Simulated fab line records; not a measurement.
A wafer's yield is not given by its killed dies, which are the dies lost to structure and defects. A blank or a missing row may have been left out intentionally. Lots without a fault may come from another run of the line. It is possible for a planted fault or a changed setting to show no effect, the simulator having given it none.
Comparing a struck lot with a sound one ; flow sky130 ; 15 steps out of a route of 708
Sound: the wafers L659.1, L659.5, L659.6. Struck: wafer L671.1. (L671.4, L671.5 of the same lot were not struck and are left out.) The cause comes at the end.
At each step with rows: each side's tool, then ch and its chambers, then its first start. Under that, the readings that differ: sound wafers ; struck wafers ; difference of the means ; sigmas: that difference in standard deviations of wafers without a fault.
alike: a reading whose means differ by less than 2 such deviations, as well as words and numbers matching on both sides. not compared: withheld readings; readings where some wafer has no value; bounds like >300 that might hide an equal value; numbers whose values overlap and for which the record gives no deviation.
Wherever a step has rows on one side only, a row that says differs or no value, or a row with sigmas, the two part there. Non-overlapping numbers with no deviation appear without sigmas and do not part them. Lack of a reading on every wafer of one side parts them only where that side has two or more wafers.

SKY_LOCAL_INTERCONNECT_CD_MEAS_11: the cd target is 170 nm.
  struck on cd_sem-02, day 34 12:44; sound on cd_sem-01, day 31 10:59
  alike: cd_nm
SKY_LOCAL_INTERCONNECT_OVL_MEAS_12:
  struck on overlay-02, day 34 12:51; sound on overlay-02, day 31 11:06
  alike: LOCAL_INTERCONNECT_OVL
SKY_LOCAL_INTERCONNECT_ETCH_13: etches BARC in N2/H2, stops on SiO2, time 45.9 s, target depth 60 nm.
  sound on rie_metal-01 ch 0,1, day 31 11:08; struck on rie_metal-02 ch 0, day 34 12:53
reading;sound;struck;difference;sigmas
drypump_motor_current_A (A);5.9 5.9 6.3;4.7;-1.3;-3
  alike: bias_w, oes_product_au, throttle_valve_pct
  not compared: rf_hours_counter_h
SKY_LOCAL_INTERCONNECT_METAL_ETCH_14: etches TiN in Cl2/BCl3, stops on PSG, target depth 110 nm, time 31.4 s.
  sound on rie_metal-01 ch 0,1, day 31 11:13; struck on rie_metal-02 ch 0, day 34 12:57
reading;sound;struck;difference;sigmas
drypump_motor_current_A (A);5.9 5.9 6.2;4.8;-1.2;-2
  alike: bias_w, oes_product_au, throttle_valve_pct
  not compared: rf_hours_counter_h
SKY_LOCAL_INTERCONNECT_STRIP_15: strips in O2/N2.
  sound on plasma_asher-02 ch 0,1, day 31 11:17; struck on plasma_asher-02 ch 1, day 34 13:00
  alike: drypump_motor_current_A, oes_product_au, strip_time_to_endpoint_s
  not compared: rf_hours_counter_h
then, 3 steps without rows for these wafers: SKY_LOCAL_INTERCONNECT_STRIP_16 (strips in post etch residue remover, time 1200 s); SKY_LOCAL_INTERCONNECT_CLEAN_17 (cleans in IPA, time 180 s); SKY_LOCAL_INTERCONNECT_CLEAN_18 (cleans in O3/DIW).
SKY_CONTACT_CVD_00: deposits Si3N4, target thk 75 nm.
  sound on pecvd-04 ch 0,1, day 31 11:53; struck on pecvd-04 ch 1, day 34 13:36
  alike: heater_power_outer_w, heater_power_w
SKY_CONTACT_THK_MEAS_01:
  struck on film_metro-01, day 34 13:38; sound on film_metro-03, day 31 11:55
reading;sound;struck;difference;sigmas
CONTACT_CVD_00_THK (nm);74.6 77.4 76.9;73.8;-2.5;-2
then, 1 step without rows for these wafers: SKY_CONTACT_HDPCVD_02 (deposits SiO2, target thk 565 nm, time 94.2 s).
SKY_CONTACT_THK_MEAS_03:
  struck on film_metro-02, day 34 13:46; sound on film_metro-01, day 31 12:03
  alike: CONTACT_HDPCVD_THK
SKY_CONTACT_CMP_04: polishes SiO2.
  sound on cmp-01 ch 0,3, day 31 12:10; struck on cmp-02 ch 0, day 34 13:49
reading;sound;struck;difference;sigmas
head_pressure_psi (psi);4.002 3.989 4.000;3.229;-0.768;-86
motor_current_A (A);14.2 11.0 15.2;11.1;-2.4;-2
time_to_endpoint_s (s);87 87 87;105;+18;+4
SKY_CONTACT_BOW_MEAS_05:
  struck on film_metro-03, day 34 14:07; sound on film_metro-03, day 31 12:25
  alike: CONTACT_BOW
-- the record jumps here: 14 days lie between the struck wafers' starts before and after (it left off in module CONTACT and takes up again in module PAD_OPEN, whose first step shown is number 708 of the route) --
SKY_PAD_OPEN_PROBE_99:
  struck on prober-02, day 48 18:13; sound on prober-02, day 46 14:43
  alike: killed_at_M0_to_M3, killed_at_M4_up, killed_at_contacts, killed_at_front_end, killed_at_other, killed_dies, killed_open, killed_short

WHERE THEY PART
Earliest at SKY_LOCAL_INTERCONNECT_ETCH_13; latest, in this record, at SKY_CONTACT_CMP_04. Later steps at which nothing parts them and some readings are alike: SKY_CONTACT_BOW_MEAS_05, SKY_PAD_OPEN_PROBE_99.

WHY: whatever the simulator had introduced
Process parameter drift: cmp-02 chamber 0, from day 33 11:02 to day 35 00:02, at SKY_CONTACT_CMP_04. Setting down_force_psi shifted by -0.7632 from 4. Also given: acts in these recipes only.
